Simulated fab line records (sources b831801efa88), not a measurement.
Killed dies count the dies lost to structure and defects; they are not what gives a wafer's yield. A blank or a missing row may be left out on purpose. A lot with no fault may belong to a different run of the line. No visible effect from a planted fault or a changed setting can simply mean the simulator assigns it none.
Which tool was responsible? | flow sky130 | 6 lots, 18 wafers sampled, at 1 step of a route of 708

== WHAT THE GAUGES SHOWED, per wafer ==
SKY_VIA1_BOW_MEAS_03.
lot  | measured     | on            | VIA1_BOW (um)
L768 | day 33 19:48 | film-metro-02 | 85 81 88
L772 | day 35 01:22 | film-metro-03 | 79 78 72
L778 | day 37 02:03 | film-metro-02 | 81 74 78
L783 | day 38 09:50 | film-metro-03 | 92 81 85
L787 | day 39 08:04 | film-metro-01 | 76 87 90
L789 | day 40 00:15 | film-metro-01 | 78 83 73

== WHAT TOOL EACH LOT RAN ON (gives the tool, then ch and the chambers of the sampled wafers, and finally the start) ==
The record holds no process step before these readings.

== THE ANSWER, worked out from the rows above alone ==
Rule: what is usual is taken from the lots themselves. The widest of any qualifying gaps counts: lots, ordered by their means at a reading, are off when they make up no more than a third of the lots, leave a main group of 4 or more, and stand apart from it by 3 or more times the standard deviation of that group's means. Not used: any main group whose means are identical at the precision the tables above print for the reading. Also off: a lot with no number at a reading for which 4 or more lots have one. The other lots that the step has rows for count as sound.
None of the lots is off at any reading shown; this tells nothing.

== WHAT THE SIMULATOR HAD INSERTED ==
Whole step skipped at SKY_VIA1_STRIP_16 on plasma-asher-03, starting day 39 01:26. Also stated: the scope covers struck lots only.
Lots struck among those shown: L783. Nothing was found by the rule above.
